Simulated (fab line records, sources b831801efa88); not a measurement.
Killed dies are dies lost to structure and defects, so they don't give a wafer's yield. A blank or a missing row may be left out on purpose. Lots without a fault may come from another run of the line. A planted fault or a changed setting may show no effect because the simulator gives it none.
fab line records | flow sky130
record lots=7 wafers=21 last_day=50
route steps=708 shown METAL4@627 VIA4@639 PAD_OPEN@708
lots that met no fault: from a run of the same line without faults
start_h: hours from the record's first day to the start of the lot's first wafer shown | wait_h: hours since the lot's step before | " the same as in the row above | L1.1+2: a row that stands for several wafers | - no value, or no start given | * or withheld: withheld | < > ~ a bound
route shown NAME@n: a module of which the file shows steps, and the number in the route of the first | usual: mean/standard deviation of fault-free wafers | same: alike in all rows | chamber/n: place in a boat | sites: the reading at each site | _std_site: their standard deviation | _edge_site: outer sites' mean less inner sites' | radius_mm: how far each site lies from the wafer's centre | mask NAME#n: copy n | behind: the tool/chamber that last shaped the wafer | hold: why the lot was held/for how many hours/how that ended | device: the transistor (n, p or np) that didn't switch | end of line: the same wafers' tests at the end of the route | a step without rows: its recipe alone | killed: dies lost to structure and defects at the first sort, not the wafer's yield | map: a wafer's dies, x killed, . not, _ none there
set.NAME: the setting as run; set.NAME@STEP: as run at that earlier step | model.NAME: the simulator's own value behind a step, which no gauge read
lots at some steps of the route; a table a step, a row a wafer
services: from which hour (start_h, from the record's first day; less than 0 if before it) a tool's chamber was out of use, for how many hours, and why
## steps
# step SKY_METAL4_PEB_11
# recipe peb_temp_c=withheld peb_time_s=withheld resist=KrF-thick
# step SKY_METAL4_DEVELOP_12
# recipe develop_time_s=60 resist=KrF-thick dev_temp_c=21
# step SKY_METAL4_CD_MEAS_13
# recipe target_cd_nm=300
# usual cd_nm=300.0/1.4
# columns lot.wafer tool chamber start_h wait_h cd_nm
L807.1 cd_sem-01 - 995.52 - 299.3
L807.5 " - " " 299.7
L807.6 " - " " 299.1
L811.4 cd_sem-01 - 1015.19 - 297.5
L811.5 " - " " 299.0
L811.6 " - " " 299.3
L818.3 cd_sem-02 - 1057.12 - 301.3
L818.4 " - " " 300.0
L818.6 " - " " 300.6
L819.3 cd_sem-01 - 1060.12 - 299.2
L819.4 " - " " 300.8
L819.6 " - " " 299.2
L820.1 cd_sem-02 - 1066.83 - 303.3
L820.2 " - " " 303.4
L820.5 " - " " 303.8
L829.4 cd_sem-02 - 1126.49 - 301.6
L829.5 " - " " 302.0
L829.6 " - " " 300.8
L830.1 cd_sem-02 - 1133.73 - 300.0
L830.2 " - " " 298.9
L830.5 " - " " 299.7
# step SKY_METAL4_OVL_MEAS_14
# usual METAL4_OVL=-3/5.3
# columns lot.wafer tool chamber start_h wait_h METAL4_OVL[nm]
L807.1 overlay-02 - 995.64 0.1 -2
L807.5 " - " " 6
L807.6 " - " " -2
L811.4 overlay-02 - 1015.27 0.1 -3
L811.5 " - " " -2
L811.6 " - " " 0
L818.3 overlay-02 - 1057.22 0.1 1
L818.4 " - " " -7
L818.6 " - " " 3
L819.3 overlay-02 - 1060.22 0.1 10
L819.4 " - " " 0
L819.6 " - " " 1
L820.1 overlay-02 - 1066.95 0.1 -7
L820.2 " - " " -10
L820.5 " - " " -7
L829.4 overlay-02 - 1126.57 0.1 -1
L829.5 " - " " -8
L829.6 " - " " -12
L830.1 overlay-01 - 1133.85 0.1 6
L830.2 " - " " -1
L830.5 " - " " 2
# step SKY_METAL4_DESCUM_15
# recipe chemistry=O2 source_power_w=150 bias_power_w=0 pressure_mtorr=10 temp_c=40 time_s=8
# usual drypump_motor_current_A=5.6/0.32 oes_product_au=0.997/0.0086
# columns lot.wafer tool chamber start_h wait_h drypump_motor_current_A oes_product_au rf_hours_counter_h
L807.1 rie_metal-01 0 995.68 0.0 5.3 1.007 14
L807.5 " 1 " " 5.7 0.992 -
L807.6 " 0 " " 5.3 1.006 -
L811.4 rie_metal-03 1 1015.30 0.0 5.7 0.998 -
L811.5 " 0 " " 5.5 0.985 -
L811.6 " 1 " " 5.7 0.988 -
L818.3 rie_metal-03 1 1057.25 0.0 5.7 0.993 -
L818.4 " 0 " " 5.4 0.988 -
L818.6 " 0 " " 5.5 0.992 -
L819.3 rie_metal-03 0 1060.25 0.0 5.4 0.989 -
L819.4 " 1 " " 5.7 0.994 -
L819.6 " 0 " " 5.5 0.999 -
L820.1 rie_metal-03 1 1066.99 0.0 5.7 0.990 13
L820.2 " 0 " " 5.4 0.998 7
L820.5 " 1 " " 5.7 0.996 -
L829.4 rie_metal-04 0 1126.60 0.0 6.4 1.003 -
L829.5 " 0 " " 6.4 1.006 -
L829.6 " 1 " " 5.3 1.004 -
L830.1 rie_metal-01 0 1133.89 0.0 5.3 0.988 26
L830.2 " 0 " " 5.3 1.005 -
L830.5 " 0 " " 5.3 0.999 -
# step SKY_METAL4_ETCH_16
# recipe chemistry=N2/H2 target=BARC ion_energy_ev=200 bias_w=100 pressure_mtorr=30 n2_flow_sccm=100 h2_flow_sccm=200 icp_w=500 stop_on=SiO2 time_s=88.2 target_depth_a=600
# usual drypump_motor_current_A=5.6/0.32 oes_product_au=0.626/0.0047 throttle_valve_pct=13.205/0.0092
# columns lot.wafer tool chamber start_h wait_h drypump_motor_current_A oes_product_au rf_hours_counter_h throttle_valve_pct
L807.1 rie_metal-01 0 995.71 0.0 5.3 0.626 14 13.211
L807.5 " 1 " " 5.7 0.622 - 13.200
L807.6 " 0 " " 5.3 0.621 - 13.196
L811.4 rie_metal-03 1 1015.35 0.0 5.7 0.629 - 13.215
L811.5 " 0 " " 5.5 0.623 - 13.199
L811.6 " 1 " " 5.8 0.620 - 13.213
L818.3 rie_metal-03 1 1057.30 0.0 5.7 0.626 - 13.197
L818.4 " 0 " " 5.5 0.621 - 13.215
L818.6 " 0 " " 5.5 0.627 - 13.208
L819.3 rie_metal-03 0 1060.30 0.0 5.5 0.632 - 13.201
L819.4 " 1 " " 5.7 0.631 - 13.218
L819.6 " 0 " " 5.5 0.630 - 13.205
L820.1 rie_metal-03 1 1067.02 0.0 5.7 0.628 13 13.224
L820.2 " 0 " " 5.5 0.629 7 13.201
L820.5 " 1 " " 5.7 0.633 - 13.205
L829.4 rie_metal-04 0 1126.65 0.0 6.4 0.627 - 13.213
L829.5 " 0 " " 6.4 0.623 - 13.205
L829.6 " 1 " " 5.3 0.627 - 13.208
L830.1 rie_metal-01 0 1133.95 0.1 5.3 0.633 26 13.195
L830.2 " 0 " " 5.3 0.626 - 13.195
L830.5 " 0 " " 5.3 0.623 - 13.217
# step SKY_METAL4_ETCH_17
# recipe target=SiO2 stop_on=TiN chemistry=C4F8/O2/Ar source_w=1500 bias_w=1200 pressure_mtorr=40 c4f8_flow_sccm=withheld O2_flow_sccm=6 Ar_flow_sccm=300 time_s=3.9 target_depth_a=150
# usual oes_product_au=0.753/0.0063
# columns lot.wafer tool chamber start_h wait_h oes_product_au rf_hours_counter_h
L807.1 rie_diel-04 1 995.81 0.1 0.748 22
L807.5 " 1 " " 0.760 -
L807.6 " 2 " " 0.755 -
L811.4 rie_diel-04 1 1015.42 0.0 0.752 23
L811.5 " 2 " " 0.754 -
L811.6 " 1 " " 0.753 -
L818.3 rie_diel-04 3 1057.37 0.0 0.745 14
L818.4 " 1 " " 0.746 24
L818.6 " 2 " " 0.747 -
L819.3 rie_diel-04 1 1060.37 0.0 0.764 24
L819.4 " 0 " " 0.750 22
L819.6 " 0 " " 0.759 -
L820.1 rie_diel-03 2 1067.12 0.1 0.751 12
L820.2 " 1 " " 0.743 1
L820.5 " 3 " " 0.758 -
L829.4 rie_diel-03 3 1126.73 0.0 0.755 -
L829.5 " 1 " " 0.758 -
L829.6 " 0 " " 0.757 -
L830.1 rie_diel-03 3 1134.15 0.2 0.750 18
L830.2 " 2 " " 0.746 14
L830.5 " 2 " " 0.768 -
# step SKY_METAL4_METAL_ETCH_18
# recipe target_depth_a=8450 stop_on=SiO2 over_etch_frac=0.3 time_s=183.1 chemistry=Cl2/BCl3 resist_sidewall_deg=88 pressure_mtorr=10 icp_w=900 bias_w=48.5 Cl2_flow_sccm=60 bcl3_flow_sccm=30
# step SKY_METAL4_STRIP_19
# recipe chemistry=O2/N2 power_w=1400 pressure_mtorr=1500 platen_temp_c=withheld o2_flow_sccm=3000 n2_flow_sccm=300 overash_fraction=0.5
# usual drypump_motor_current_A=5.71/0.14 oes_product_au=0.503/0.0053 strip_time_to_endpoint_s=6.56/0.078
# columns lot.wafer tool chamber start_h wait_h drypump_motor_current_A oes_product_au rf_hours_counter_h strip_time_to_endpoint_s
L807.1 plasma_asher-02 1 996.01 0.1 5.88 0.503 85 6.52
L807.5 " 1 " " 5.88 0.499 - 6.54
L807.6 " 0 " " 5.59 0.501 - 6.42
L811.4 plasma_asher-02 0 1015.65 0.1 5.61 0.507 - 6.48
L811.5 " 0 " " 5.63 0.499 - 6.49
L811.6 " 1 " " 5.89 0.493 - 6.40
L818.3 plasma_asher-02 0 1057.60 0.1 5.62 0.491 - 6.48
L818.4 " 1 " " 5.90 0.504 - 6.62
L818.6 " 0 " " 5.63 0.504 - 6.52
L819.3 plasma_asher-01 1 1060.60 0.1 5.74 0.504 - 6.49
L819.4 " 0 " " 5.49 0.511 - 6.71
L819.6 " 0 " " 5.49 0.504 - 6.58
L820.1 plasma_asher-01 1 1067.32 0.1 5.73 0.517 64 6.70
L820.2 " 0 " " 5.49 0.497 64 6.52
L820.5 " 1 " " 5.74 0.501 - 6.55
L829.4 plasma_asher-02 1 1127.25 0.2 5.85 0.515 - 6.57
L829.5 " 0 " " 5.61 0.504 - 6.51
L829.6 " 1 " " 5.85 0.509 - 6.57
L830.1 plasma_asher-04 1 1134.35 0.1 5.88 0.504 7 6.52
L830.2 " 0 " " 5.73 0.498 7 6.57
L830.5 " 1 " " 5.89 0.502 - 6.51
# step SKY_METAL4_STRIP_20
# recipe chemistry=post_etch_residue_remover time_s=1200 temp_c=72.5
# step SKY_METAL4_CLEAN_21
# recipe chemistry=IPA time_s=180 temp_c=25
# step SKY_METAL4_CLEAN_22
# recipe chemistry=O3/DIW dry=n2_spin
# step SKY_VIA4_HDPCVD_00
# recipe material=SiO2 target_thk_nm=1750 sigma_open_frac=0.3 time_s=291.7 temp_c=400 sih4_flow_sccm=60 pressure_mtorr=6
# usual sih4_flow_sccm=60.03/0.18
# columns lot.wafer tool chamber start_h wait_h sih4_flow_sccm model.SiO2_of_VIA4_HDPCVD_00.thk_nm
L807.1 hdpcvd-02 2 996.60 0.0 60.31 1768
L807.5 " 0 " " 60.15 1761
L807.6 " 1 " " 60.10 1796
L811.4 hdpcvd-01 0 1016.30 0.1 60.09 1757
L811.5 " 1 " " 60.21 1732
L811.6 " 2 " " 59.87 1780
L818.3 hdpcvd-01 0 1058.16 0.0 47.85 1402
L818.4 " 1 " " 47.98 1417
L818.6 " 0 " " 47.96 1419
L819.3 hdpcvd-01 1 1061.17 0.0 48.40 1397
L819.4 " 1 " " 47.88 1409
L819.6 " 2 " " 48.16 1405
L820.1 hdpcvd-01 1 1067.91 0.0 48.14 1420
L820.2 " 0 " " 47.84 1418
L820.5 " 0 " " 47.95 1424
L829.4 hdpcvd-02 1 1127.89 0.1 59.96 1782
L829.5 " 2 " " 59.60 1786
L829.6 " 0 " " 60.45 1792
L830.1 hdpcvd-02 2 1134.94 0.0 60.41 1775
L830.2 " 1 " " 59.64 1759
L830.5 " 0 " " 60.02 1783
# step SKY_VIA4_THK_MEAS_01
# recipe reads=SiO2_of_VIA4_HDPCVD_00
# usual VIA4_HDPCVD_THK=1761/16
# columns lot.wafer tool chamber start_h wait_h VIA4_HDPCVD_THK[nm]
L807.1 film_metro-01 - 996.78 0.1 1767
L807.5 " - " " 1761
L807.6 " - " " 1797
L811.4 film_metro-03 - 1016.42 0.0 1756
L811.5 " - " " 1733
L811.6 " - " " 1779
L818.3 film_metro-03 - 1058.36 0.1 1402
L818.4 " - " " 1418
L818.6 " - " " 1419
L819.3 film_metro-01 - 1061.37 0.1 1395
L819.4 " - " " 1408
L819.6 " - " " 1405
L820.1 film_metro-04 - 1068.09 0.1 1421
L820.2 " - " " 1419
L820.5 " - " " 1425
L829.4 film_metro-03 - 1128.01 0.0 1782
L829.5 " - " " 1788
L829.6 " - " " 1791
L830.1 film_metro-01 - 1135.12 0.1 1776
L830.2 " - " " 1758
L830.5 " - " " 1783
# step SKY_VIA4_CMP_02
# recipe material=SiO2 down_force_psi=4 platen_rpm=60 pad_velocity_m_s=0.94248
# usual motor_current_A=12.4/1.1
# columns lot.wafer tool chamber start_h wait_h motor_current_A
L807.1 cmp-02 1 996.94 0.1 14.5
L807.6 " 3 " " 12.4
L807.5 " 0 " " 10.3
L811.4 cmp-01 0 1016.60 0.2 12.1
L811.5 " 1 " " 12.4
L811.6 " 2 " " 11.5
L818.4 cmp-01 2 1058.74 0.4 11.7
L818.3 " 0 " " 12.5
L818.6 " 2 " " 11.4
L819.4 cmp-02 0 1061.51 0.1 10.6
L819.3 " 1 " " 13.1
L819.6 " 3 " " 12.9
L820.2 cmp-01 2 1068.15 0.0 11.3
L820.1 " 3 " " 12.8
L820.5 " 2 " " 11.6
L829.4 cmp-01 3 1128.24 0.2 12.4
L829.5 " 1 " " 12.9
L829.6 " 2 " " 12.0
L830.2 cmp-02 2 1135.18 0.0 13.9
L830.1 " 0 " " 11.1
L830.5 " 2 " " 13.3
# step SKY_PAD_OPEN_PROBE_99
# usual defect_limited_yield=82.5/2 killed_at_M0_to_M3=44/7 killed_at_M4_up=3.4/1.7 killed_at_contacts=24/4.9 killed_at_front_end=15/4.5 killed_at_other=0.4/0.61 killed_dies=86/9.7 killed_on_rim=17/3.6 killed_open=47/7.1 killed_short=39/6.1 sort_bin_3_pad_short=0.9/0.42 sort_bin_5_function=10.4/1.4 sort_bin_6_memory=6.2/1.2 sort_n_pass=406/9.7 sort_yield_pct=82.5/2
# same gross_dies=492 killed_at_back_side=0 sort_bin_4_leakage[%]=0 sort_bin_8_speed[%]=0
# columns lot.wafer tool chamber start_h wait_h defect_limited_yield[%] killed_at_M0_to_M3 killed_at_M4_up killed_at_contacts killed_at_front_end killed_at_other killed_dies killed_on_rim killed_open killed_short sort_bin_3_pad_short[%] sort_bin_5_function[%] sort_bin_6_memory[%] sort_n_pass sort_yield_pct[%]
L807.1 prober-01 - 1089.36 0.1 82.7 37 5 32 11 0 85 19 41 44 1.0 8.5 7.7 407 82.7
L807.5 prober-01 - 1089.56 0.2 79.5 46 7 28 20 0 101 22 64 37 0.8 13.0 6.7 391 79.5
L807.6 prober-01 - 1089.61 0.2 84.6 40 5 29 2 0 76 19 43 33 0.8 10.0 4.7 416 84.6
L811.4 prober-01 - 1107.29 0.2 83.7 37 7 26 10 0 80 10 42 35 1.0 9.1 6.1 412 83.7
L811.5 prober-01 - 1107.34 0.2 81.5 39 6 28 17 1 91 18 46 41 1.0 10.8 6.7 401 81.5
L811.6 prober-01 - 1107.39 0.2 81.5 48 4 19 20 0 91 18 43 45 1.2 10.0 7.3 401 81.5
L818.3 prober-01 - 1146.31 0.2 85.0 33 7 20 13 1 74 15 42 30 0.2 7.7 7.1 418 85.0
L818.4 prober-01 - 1146.36 0.2 83.7 43 5 23 9 0 80 17 42 38 1.0 10.2 5.1 412 83.7
L818.6 prober-01 - 1146.46 0.2 84.6 36 3 24 12 1 76 18 39 35 0.4 10.8 4.3 416 84.6
L819.3 prober-02 - 1147.31 0.2 79.7 51 4 30 13 2 100 21 61 39 0.8 13.8 5.7 392 79.7
L819.4 prober-02 - 1147.36 0.2 80.1 51 1 27 19 0 98 19 56 42 0.6 13.0 6.3 394 80.1
L819.6 prober-02 - 1147.46 0.2 83.3 45 2 19 16 0 82 17 48 34 0.8 9.6 6.3 410 83.3
L820.1 prober-01 - 1153.43 0.1 83.7 39 7 23 11 0 80 15 35 45 1.2 10.4 4.7 412 83.7
L820.2 prober-01 - 1153.48 0.1 80.1 51 2 30 15 0 98 20 55 43 0.8 11.4 7.7 394 80.1
L820.5 prober-01 - 1153.63 0.2 81.9 36 4 33 15 1 89 20 56 33 1.0 10.6 6.5 403 81.9
L829.4 prober-02 - 1202.99 0.2 83.5 35 4 25 17 0 81 19 42 39 0.6 10.0 5.9 411 83.5
L829.5 prober-02 - 1203.04 0.2 81.9 53 3 20 12 1 89 14 43 46 1.6 9.3 7.1 403 81.9
L829.6 prober-02 - 1203.09 0.2 83.5 40 2 25 14 0 81 20 38 43 1.2 10.2 5.1 411 83.5
L830.1 prober-01 - 1207.69 0.1 83.9 46 2 17 14 0 79 12 46 32 0.2 11.0 4.9 413 83.9
L830.2 prober-01 - 1207.74 0.1 81.5 48 5 24 14 0 91 15 51 39 1.0 9.6 7.9 401 81.5
L830.5 prober-01 - 1207.89 0.2 84.8 45 2 14 14 0 75 13 43 32 0.6 9.1 5.5 417 84.8
# killed by level:class
L807.1 CONTACT:geometric_particle:open=14 CONTACT:geometric_particle:short=10 VIA1:geometric_particle:open=10 VIA1:geometric_particle:short=4 VIA2:geometric_particle:open=4 METAL3:geometric_particle:short=4 FIELD_ISO:geometric_particle:short=3 POLY_GATE:geometric_particle:short=3
L807.5 CONTACT:geometric_particle:open=15 VIA3:geometric_particle:open=9 VIA1:geometric_particle:open=6 FIELD_ISO:geometric_particle:open=5 CONTACT:geometric_particle:short=5 METAL1:geometric_particle:short=5 VIA2:geometric_particle:open=5 METAL2:geometric_particle:short=4
L807.6 CONTACT:geometric_particle:open=12 VIA1:geometric_particle:open=12 LI_CONTACT:geometric_particle:open=7 METAL1:geometric_particle:short=6 VIA1:geometric_particle:short=5 METAL4:geometric_particle:short=5 CONTACT:geometric_particle:short=4 VIA2:geometric_particle:open=4
L811.4 VIA1:geometric_particle:open=10 LI_CONTACT:geometric_particle:open=8 CONTACT:geometric_particle:short=6 VIA1:geometric_particle:short=6 LI_CONTACT:geometric_particle:short=5 VIA2:geometric_particle:open=5 FIELD_ISO:geometric_particle:open=4 CONTACT:geometric_particle:open=4
L811.5 CONTACT:geometric_particle:open=10 VIA1:geometric_particle:open=8 LI_CONTACT:geometric_particle:open=7 METAL2:geometric_particle:short=7 VIA2:geometric_particle:open=6 VIA1:geometric_particle:short=6 CONTACT:geometric_particle:short=5 POLY_GATE:geometric_particle:short=4
L811.6 VIA3:geometric_particle:open=9 VIA1:geometric_particle:short=8 CONTACT:geometric_particle:open=8 VIA1:geometric_particle:open=7 LI_CONTACT:geometric_particle:open=5 VIA2:geometric_particle:open=5 FIELD_ISO:geometric_particle:short=4 POLY_GATE:geometric_particle:open=4
L818.3 VIA3:geometric_particle:open=8 CONTACT:geometric_particle:open=8 VIA1:geometric_particle:open=7 FIELD_ISO:geometric_particle:open=4 VIA1:geometric_particle:short=4 LI_CONTACT:geometric_particle:open=4 VIA2:geometric_particle:open=4 METAL4:geometric_particle:short=4
L818.4 VIA1:geometric_particle:open=11 CONTACT:geometric_particle:open=9 VIA3:geometric_particle:open=8 METAL1:geometric_particle:short=7 CONTACT:geometric_particle:short=6 METAL4:geometric_particle:short=4 VIA1:geometric_particle:short=4 VIA2:geometric_particle:short=4
L818.6 VIA1:geometric_particle:open=10 CONTACT:geometric_particle:open=9 LI_CONTACT:geometric_particle:open=6 METAL2:geometric_particle:short=6 FIELD_ISO:geometric_particle:short=5 LOCAL_INTERCONNECT:geometric_particle:short=4 VIA1:geometric_particle:short=4 CONTACT:geometric_particle:short=3
L819.3 VIA1:geometric_particle:open=14 VIA3:geometric_particle:open=12 LI_CONTACT:geometric_particle:open=11 CONTACT:geometric_particle:open=7 VIA2:geometric_particle:open=7 LOCAL_INTERCONNECT:geometric_particle:short=6 FIELD_ISO:geometric_particle:short=5 METAL3:geometric_particle:short=5
L819.4 VIA1:geometric_particle:open=12 VIA3:geometric_particle:open=10 CONTACT:geometric_particle:open=8 FIELD_ISO:geometric_particle:open=7 LI_CONTACT:geometric_particle:open=7 METAL1:geometric_particle:short=7 LOCAL_INTERCONNECT:geometric_particle:short=6 METAL2:geometric_particle:short=5
L819.6 VIA1:geometric_particle:open=11 VIA3:geometric_particle:open=9 LI_CONTACT:geometric_particle:open=5 CONTACT:geometric_particle:short=5 CONTACT:geometric_particle:open=5 FIELD_ISO:geometric_particle:open=4 POLY_GATE:geometric_particle:short=4 VIA2:geometric_particle:open=4
L820.1 METAL1:geometric_particle:short=10 CONTACT:geometric_particle:open=8 CONTACT:geometric_particle:short=8 VIA2:geometric_particle:open=7 LI_CONTACT:geometric_particle:open=6 VIA3:geometric_particle:open=5 VIA1:geometric_particle:short=5 METAL4:geometric_particle:short=5
L820.2 CONTACT:geometric_particle:open=14 METAL1:geometric_particle:short=9 VIA1:geometric_particle:open=9 VIA2:geometric_particle:open=7 VIA3:geometric_particle:open=7 VIA1:geometric_particle:short=6 LI_CONTACT:geometric_particle:open=5 METAL2:geometric_particle:short=5
L820.5 LI_CONTACT:geometric_particle:open=18 CONTACT:geometric_particle:open=11 VIA2:geometric_particle:open=7 VIA1:geometric_particle:short=6 FIELD_ISO:geometric_particle:short=5 VIA2:geometric_particle:short=5 VIA1:geometric_particle:open=5 SPACER:geometric_particle:open=4
L829.4 VIA1:geometric_particle:open=9 POLY_GATE:geometric_particle:short=6 CONTACT:geometric_particle:short=6 CONTACT:geometric_particle:open=6 VIA2:geometric_particle:open=6 FIELD_ISO:geometric_particle:open=5 METAL1:geometric_particle:short=5 LI_CONTACT:geometric_particle:open=4
L829.5 VIA1:geometric_particle:open=11 CONTACT:geometric_particle:open=7 METAL1:geometric_particle:short=7 METAL2:geometric_particle:short=7 VIA2:geometric_particle:open=7 VIA3:geometric_particle:open=6 LOCAL_INTERCONNECT:geometric_particle:short=5 VIA1:geometric_particle:short=5
L829.6 POLY_GATE:geometric_particle:short=9 VIA1:geometric_particle:open=9 CONTACT:geometric_particle:open=8 VIA3:geometric_particle:open=7 METAL2:geometric_particle:short=6 LI_CONTACT:geometric_particle:open=5 LOCAL_INTERCONNECT:geometric_particle:short=4 CONTACT:geometric_particle:short=4
L830.1 VIA1:geometric_particle:open=12 VIA3:geometric_particle:open=9 VIA2:geometric_particle:open=7 LI_CONTACT:geometric_particle:open=6 CONTACT:geometric_particle:open=5 METAL1:geometric_particle:short=5 METAL2:geometric_particle:short=5 POLY_GATE:geometric_particle:short=4
L830.2 CONTACT:geometric_particle:open=12 VIA3:geometric_particle:open=12 VIA1:geometric_particle:short=7 METAL2:geometric_particle:short=6 VIA2:geometric_particle:open=6 VIA1:geometric_particle:open=5 CONTACT:geometric_particle:short=5 POLY_GATE:geometric_particle:open=4
L830.5 VIA2:geometric_particle:open=10 VIA3:geometric_particle:open=9 VIA1:geometric_particle:open=8 CONTACT:geometric_particle:open=7 VIA2:geometric_particle:short=4 VIA3:geometric_particle:short=4 FIELD_ISO:geometric_particle:short=3 LOCAL_INTERCONNECT:geometric_particle:short=3
## services
# columns tool chamber start_h hours kind
hdpcvd-02 - 982.87 2.8 pm
rie_metal-03 - 988.28 4.3 pm
hdpcvd-01 - 990.98 6.0 pm
plasma_asher-02 - 1001.02 6.4 repair
rie_diel-03 3 1003.14 3.2 repair
hdpcvd-01 - 1033.56 1.0 repair
rie_metal-04 - 1033.62 2.8 pm
cmp-01 - 1042.19 10.5 pm
cmp-02 - 1054.84 4.6 pm
plasma_asher-04 - 1055.25 9.0 pm
rie_diel-04 3 1062.01 1.8 repair
rie_diel-04 3 1066.56 6.9 repair
plasma_asher-02 - 1081.60 10.9 repair
cmp-02 - 1084.12 4.0 pm
hdpcvd-02 - 1085.94 1.0 repair
rie_metal-01 1 1093.26 3.6 repair
plasma_asher-02 - 1094.85 2.6 repair
plasma_asher-04 - 1094.92 4.0 repair
rie_metal-03 - 1096.40 2.8 pm
cmp-02 - 1099.61 0.3 repair
cmp-02 - 1100.02 0.6 repair
rie_diel-03 2 1115.20 13.1 repair
rie_metal-03 0 1121.30 18.7 repair
plasma_asher-01 - 1132.28 2.8 pm
## key
first_sign step=SKY_VIA4_HDPCVD_00 reading=sih4_flow_sccm direction=down sigmas=66 usual=60.03 struck=48.02
effect step=SKY_VIA4_THK_MEAS_01 reading=VIA4_HDPCVD_THK direction=down sigmas=21 usual=1761 struck=1412
model_effect step=SKY_VIA4_HDPCVD_00 value=SiO2_of_VIA4_HDPCVD_00.thk_nm without=1762 struck=1412
met_at SKY_VIA4_HDPCVD_00
struck_wafers L818.3,L818.4,L818.6,L819.3,L819.4,L819.6,L820.1,L820.2,L820.5
onset_between 1016.30 1058.16
fault kind=process_parameter_drift tool=hdpcvd-01 chamber=- onset_h=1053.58 steps=SKY_VIA4_HDPCVD_00 channel=sih4_flow_sccm offset=-12 shape=step end_h=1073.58 acts_in=these_recipes_only stated=60
